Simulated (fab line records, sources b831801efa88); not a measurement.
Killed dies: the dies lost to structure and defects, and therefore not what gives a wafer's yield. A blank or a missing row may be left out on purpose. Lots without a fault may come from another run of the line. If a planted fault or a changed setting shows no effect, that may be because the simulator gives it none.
Split-lot study | flow gf180mcu | route with 602 steps; 5 lots, 23 wafers read

== ON THE SPLIT ==
At GF_DNWELL_STRIP_08 (strips in O2/N2), the setting platen_temp_c was moved away from the recipe's 250 C on 8 of the 23 wafers read, by -1.8% to +2.3%. The other wafers ran this setting at the recipe's value.

The split's own step is where the reading is taken.

== THE READING ==
oes_product_au, in a.u., at GF_DNWELL_STRIP_08 (strips in O2/N2). On this fab line, fault-free wafers typically give 0.723 a.u. with a standard deviation of 0.0048 a.u.

wafer  | tool, chamber at the split | platen_temp_c as run, C | against the recipe | oes_product_au, a.u. | against lot-mates on the recipe
L074.1 | plasma_asher-04, 1         | 250                     | recipe             | 0.721                | -
L074.4 | plasma_asher-04, 0         | 250                     | recipe             | 0.721                | -
L074.6 | plasma_asher-04, 0         | 250                     | recipe             | 0.725                | -
L078.1 | plasma_asher-02, 1         | 246.4                   | -1.4%              | 0.696                | -0.031
L078.2 | plasma_asher-02, 0         | 246.4                   | -1.4%              | 0.691                | -0.036
L078.3 | plasma_asher-02, 0         | 246.4                   | -1.4%              | 0.697                | -0.030
L078.4 | plasma_asher-02, 1         | 250                     | recipe             | 0.726                | -
L078.6 | plasma_asher-02, 1         | 250                     | recipe             | 0.728                | -
L079.1 | plasma_asher-04, 0         | 250                     | recipe             | 0.719                | -
L079.2 | plasma_asher-04, 1         | 245.4                   | -1.8%              | 0.684                | -0.037
L079.3 | plasma_asher-04, 0         | 250                     | recipe             | 0.724                | -
L079.5 | plasma_asher-04, 1         | 250                     | recipe             | 0.721                | -
L079.6 | plasma_asher-04, 0         | 245.4                   | -1.8%              | 0.674                | -0.047
L082.1 | plasma_asher-01, 0         | 255.8                   | +2.3%              | 0.780                | +0.058
L082.3 | plasma_asher-01, 0         | 255.8                   | +2.3%              | 0.778                | +0.056
L082.4 | plasma_asher-01, 1         | 255.8                   | +2.3%              | 0.775                | +0.053
L082.5 | plasma_asher-01, 1         | 250                     | recipe             | 0.725                | -
L082.6 | plasma_asher-01, 0         | 250                     | recipe             | 0.720                | -
L085.1 | plasma_asher-01, 1         | 250                     | recipe             | 0.721                | -
L085.2 | plasma_asher-01, 0         | 250                     | recipe             | 0.730                | -
L085.4 | plasma_asher-01, 0         | 250                     | recipe             | 0.730                | -
L085.5 | plasma_asher-01, 1         | 250                     | recipe             | 0.733                | -
L085.6 | plasma_asher-01, 0         | 250                     | recipe             | 0.710                | -

FIT RESULTS
A straight line over all 23 wafers: oes_product_au changes by +0.0229 a.u. for each +1% of platen_temp_c; r = +0.98; the points scatter about the line by 0.0053 a.u.
The same after taking each lot's own level away (the mean of its wafers on the recipe; 23 wafers): +0.0233 a.u. for each +1%; r = +0.99; scatter 0.0048 a.u.
That fit puts the effect of the largest move of platen_temp_c on the reading at 0.054 a.u.
Measured against the standard deviation above, the lots' own levels, which go from 0.7213 to 0.7270 a.u., span 1.2 times it.
Consequently the slope shifts little with the lot-to-lot level, the two slopes agreeing.
Check: with one of the wafers moved furthest among these (+2.3%) left out of the fit, the line predicts +0.0535 a.u. for it against its lot-mates. It came out at +0.0575 a.u. against them.
Tool readings at the split's step, against how far the setting was moved: oes_product_au r = +0.98; strip_time_to_endpoint_s r = -1.00.

== THESE WAFERS: OTHER SPLITS ==
Before the reading, these wafers also passed through other splits. Each is held against what the fit with the lots' levels taken away leaves over:
other split on the same wafers | wafers away from the commonest value | r with oes_product_au (lot level and that fit taken away)
GF_STI_ETCH_13 over_etch_frac  | 4                                    | +0.14

== THE WHOLE CHAIN: every reading that the file lists as answering this split, in the file's order ==
step               | what it does    | reading                  | change (the file's fit)                  | r (the file's)
GF_DNWELL_STRIP_08 | strips in O2/N2 | oes_product_au           | +0.0234 a.u. for each +1% of the setting | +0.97
GF_DNWELL_STRIP_08 | strips in O2/N2 | strip_time_to_endpoint_s | withheld for each +1% of the setting     | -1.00

== THE FILE'S OWN FIT ==
oes_product_au changes by +0.0234 a.u. for each +1% of platen_temp_c, r = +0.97.
